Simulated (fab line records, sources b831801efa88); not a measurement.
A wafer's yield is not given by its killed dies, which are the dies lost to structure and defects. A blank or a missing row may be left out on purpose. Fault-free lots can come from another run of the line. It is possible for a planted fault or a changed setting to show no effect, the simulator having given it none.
Which tool was responsible? :: flow sky130 :: 36 wafers from 12 lots sampled at 4 of the route's 708 steps

WHAT EACH GAUGE READ, for each wafer
SKY_METAL5_RS_MEAS_05: a four-point-probe measurement. Usual: METAL5_ALCU_RS 0.02717 ohm/sq, standard deviation 0.00029.
lot: L489
measured: day 42 18:21
on: film-metro-04
METAL5_ALCU_RS (ohm/sq): 0.02708 0.02713 0.02674
flag: 

lot: L490
measured: day 42 21:54
on: film-metro-04
METAL5_ALCU_RS (ohm/sq): 0.02727 0.02722 0.02711
flag: 

lot: L491
measured: day 43 05:34
on: film-metro-02
METAL5_ALCU_RS (ohm/sq): 0.02702 0.02708 0.02724
flag: 

lot: L492
measured: day 43 12:56
on: film-metro-04
METAL5_ALCU_RS (ohm/sq): 0.02722 0.02724 0.02721
flag: 

lot: L493
measured: day 43 19:46
on: film-metro-04
METAL5_ALCU_RS (ohm/sq): 0.02725 0.02727 0.02738
flag: 

lot: L497
measured: day 45 07:18
on: film-metro-04
METAL5_ALCU_RS (ohm/sq): 0.0273 0.02743 0.02738
flag: 

lot: L498
measured: day 45 12:32
on: film-metro-04
METAL5_ALCU_RS (ohm/sq): 0.0275 0.02701 0.02726
flag: 

lot: L501
measured: day 46 06:10
on: film-metro-04
METAL5_ALCU_RS (ohm/sq): 0.02729 0.02743 0.02723
flag: 

lot: L505
measured: day 47 03:40
on: film-metro-04
METAL5_ALCU_RS (ohm/sq): 0.02683 0.02678 0.02628
flag: 

lot: L506
measured: day 47 09:08
on: film-metro-02
METAL5_ALCU_RS (ohm/sq): 0.02726 0.02692 0.02743
flag: 

lot: L509
measured: day 48 04:04
on: film-metro-01
METAL5_ALCU_RS (ohm/sq): 0.0269 0.02691 0.02685
flag: 

lot: L510
measured: day 48 05:05
on: film-metro-01
METAL5_ALCU_RS (ohm/sq): 0.02724 0.02705 0.02747
flag: 

WHICH TOOL RAN EACH LOT (tool, then ch and the chambers of the sampled wafers, then the start)
lot: L489
SKY_METAL4_SPUTTER_04: pvd-sputter-02, day 39 15:32
SKY_METAL5_SPUTTER_03: pvd-sputter-04, day 42 18:17
SKY_METAL5_SPUTTER_04: pvd-sputter-04, day 42 18:18

lot: L490
SKY_METAL4_SPUTTER_04: pvd-sputter-03, day 39 18:58
SKY_METAL5_SPUTTER_03: pvd-sputter-03, day 42 21:49
SKY_METAL5_SPUTTER_04: pvd-sputter-03, day 42 21:50

lot: L491
SKY_METAL4_SPUTTER_04: pvd-sputter-04, day 40 03:27
SKY_METAL5_SPUTTER_03: pvd-sputter-01, day 43 05:30
SKY_METAL5_SPUTTER_04: pvd-sputter-01, day 43 05:31

lot: L492
SKY_METAL4_SPUTTER_04: pvd-sputter-03, day 40 10:11
SKY_METAL5_SPUTTER_03: pvd-sputter-03, day 43 12:52
SKY_METAL5_SPUTTER_04: pvd-sputter-03, day 43 12:52

lot: L493
SKY_METAL4_SPUTTER_04: pvd-sputter-02, day 40 18:59
SKY_METAL5_SPUTTER_03: pvd-sputter-03, day 43 19:40
SKY_METAL5_SPUTTER_04: pvd-sputter-03, day 43 19:40

lot: L497
SKY_METAL4_SPUTTER_04: pvd-sputter-02, day 42 08:08
SKY_METAL5_SPUTTER_03: pvd-sputter-04, day 45 07:13
SKY_METAL5_SPUTTER_04: pvd-sputter-04, day 45 07:14

lot: L498
SKY_METAL4_SPUTTER_04: pvd-sputter-04, day 42 13:04
SKY_METAL5_SPUTTER_03: pvd-sputter-04, day 45 12:27
SKY_METAL5_SPUTTER_04: pvd-sputter-04, day 45 12:28

lot: L501
SKY_METAL4_SPUTTER_04: pvd-sputter-03, day 43 07:55
SKY_METAL5_SPUTTER_03: pvd-sputter-01, day 46 06:06
SKY_METAL5_SPUTTER_04: pvd-sputter-01, day 46 06:07

lot: L505
SKY_METAL4_SPUTTER_04: pvd-sputter-03, day 44 07:40
SKY_METAL5_SPUTTER_03: pvd-sputter-03, day 47 03:34
SKY_METAL5_SPUTTER_04: pvd-sputter-03, day 47 03:35

lot: L506
SKY_METAL4_SPUTTER_04: pvd-sputter-04, day 44 15:04
SKY_METAL5_SPUTTER_03: pvd-sputter-01, day 47 09:02
SKY_METAL5_SPUTTER_04: pvd-sputter-01, day 47 09:04

lot: L509
SKY_METAL4_SPUTTER_04: pvd-sputter-04, day 45 11:26
SKY_METAL5_SPUTTER_03: pvd-sputter-03, day 48 03:59
SKY_METAL5_SPUTTER_04: pvd-sputter-03, day 48 04:00

lot: L510
SKY_METAL4_SPUTTER_04: pvd-sputter-04, day 45 13:51
SKY_METAL5_SPUTTER_03: pvd-sputter-01, day 48 04:58
SKY_METAL5_SPUTTER_04: pvd-sputter-01, day 48 04:59
- SKY_METAL4_SPUTTER_04: material TiN, target thk 70 nm, time 58.3 s.
- SKY_METAL5_SPUTTER_03: material Ti, target thk 5 nm, time 3.3 s.
- SKY_METAL5_SPUTTER_04: material TiN, target thk 70 nm, time 58.3 s.

WHAT THE TOOLS THEMSELVES READ (means of the sampled wafers that have a number; where no wafer has one, the mark that the record gives instead)
SKY_METAL4_SPUTTER_04. Usual: throttle-valve-pct 30.5 %, standard deviation 1.1.
lot: L489
tool: pvd-sputter-02
throttle-valve-pct (%): 29.5
flag: 

lot: L490
tool: pvd-sputter-03
throttle-valve-pct (%): 30.7
flag: 

lot: L491
tool: pvd-sputter-04
throttle-valve-pct (%): 30.1
flag: 

lot: L492
tool: pvd-sputter-03
throttle-valve-pct (%): 30.6
flag: 

lot: L493
tool: pvd-sputter-02
throttle-valve-pct (%): 32.6
flag: 

lot: L497
tool: pvd-sputter-02
throttle-valve-pct (%): 31.3
flag: 

lot: L498
tool: pvd-sputter-04
throttle-valve-pct (%): 30.8
flag: 

lot: L501
tool: pvd-sputter-03
throttle-valve-pct (%): 30.5
flag: 

lot: L505
tool: pvd-sputter-03
throttle-valve-pct (%): 30.3
flag: 

lot: L506
tool: pvd-sputter-04
throttle-valve-pct (%): 30.1
flag: 

lot: L509
tool: pvd-sputter-04
throttle-valve-pct (%): 30.2
flag: 

lot: L510
tool: pvd-sputter-04
throttle-valve-pct (%): 28.9
flag: 

SKY_METAL5_SPUTTER_03. Usual: throttle-valve-pct 30.2 %, standard deviation 0.72.
lot: L489
tool: pvd-sputter-04
throttle-valve-pct (%): 30.0
flag: 

lot: L490
tool: pvd-sputter-03
throttle-valve-pct (%): 30.4
flag: 

lot: L491
tool: pvd-sputter-01
throttle-valve-pct (%): 30.3
flag: 

lot: L492
tool: pvd-sputter-03
throttle-valve-pct (%): 30.5
flag: 

lot: L493
tool: pvd-sputter-03
throttle-valve-pct (%): 30.2
flag: 

lot: L497
tool: pvd-sputter-04
throttle-valve-pct (%): 30.6
flag: 

lot: L498
tool: pvd-sputter-04
throttle-valve-pct (%): 30.1
flag: 

lot: L501
tool: pvd-sputter-01
throttle-valve-pct (%): 30.0
flag: 

lot: L505
tool: pvd-sputter-03
throttle-valve-pct (%): 30.2
flag: 

lot: L506
tool: pvd-sputter-01
throttle-valve-pct (%): 30.2
flag: 

lot: L509
tool: pvd-sputter-03
throttle-valve-pct (%): 30.3
flag: 

lot: L510
tool: pvd-sputter-01
throttle-valve-pct (%): 30.1
flag: 

SKY_METAL5_SPUTTER_04. Usual: throttle-valve-pct 30.2 %, standard deviation 0.72.
lot: L489
tool: pvd-sputter-04
throttle-valve-pct (%): 30.1
flag: 

lot: L490
tool: pvd-sputter-03
throttle-valve-pct (%): 30.3
flag: 

lot: L491
tool: pvd-sputter-01
throttle-valve-pct (%): 30.2
flag: 

lot: L492
tool: pvd-sputter-03
throttle-valve-pct (%): 30.4
flag: 

lot: L493
tool: pvd-sputter-03
throttle-valve-pct (%): 30.3
flag: 

lot: L497
tool: pvd-sputter-04
throttle-valve-pct (%): 30.5
flag: 

lot: L498
tool: pvd-sputter-04
throttle-valve-pct (%): 30.0
flag: 

lot: L501
tool: pvd-sputter-01
throttle-valve-pct (%): 29.9
flag: 

lot: L505
tool: pvd-sputter-03
throttle-valve-pct (%): 30.0
flag: 

lot: L506
tool: pvd-sputter-01
throttle-valve-pct (%): 30.1
flag: 

lot: L509
tool: pvd-sputter-03
throttle-valve-pct (%): 30.3
flag: 

lot: L510
tool: pvd-sputter-01
throttle-valve-pct (%): 30.1
flag: 

THE ANSWER, worked out from the rows above alone
Rule: a lot is off if the mean of its wafers that have a number lies more than 3 standard deviations from the usual mean. A lot without any number at a reading at which 4 lots or more have one is off too. The other lots that the step has rows for count as sound. First the gauges in route order, then the tools' own readings, where a lot's mean is used as printed above. The first step at which some lot is off is used, and at that step the reading that is off furthest; a lot without a number counts as furthest.
No lot is off on any of the readings shown, so nothing can be concluded from this.

WHAT THE SIMULATOR HAD PUT IN
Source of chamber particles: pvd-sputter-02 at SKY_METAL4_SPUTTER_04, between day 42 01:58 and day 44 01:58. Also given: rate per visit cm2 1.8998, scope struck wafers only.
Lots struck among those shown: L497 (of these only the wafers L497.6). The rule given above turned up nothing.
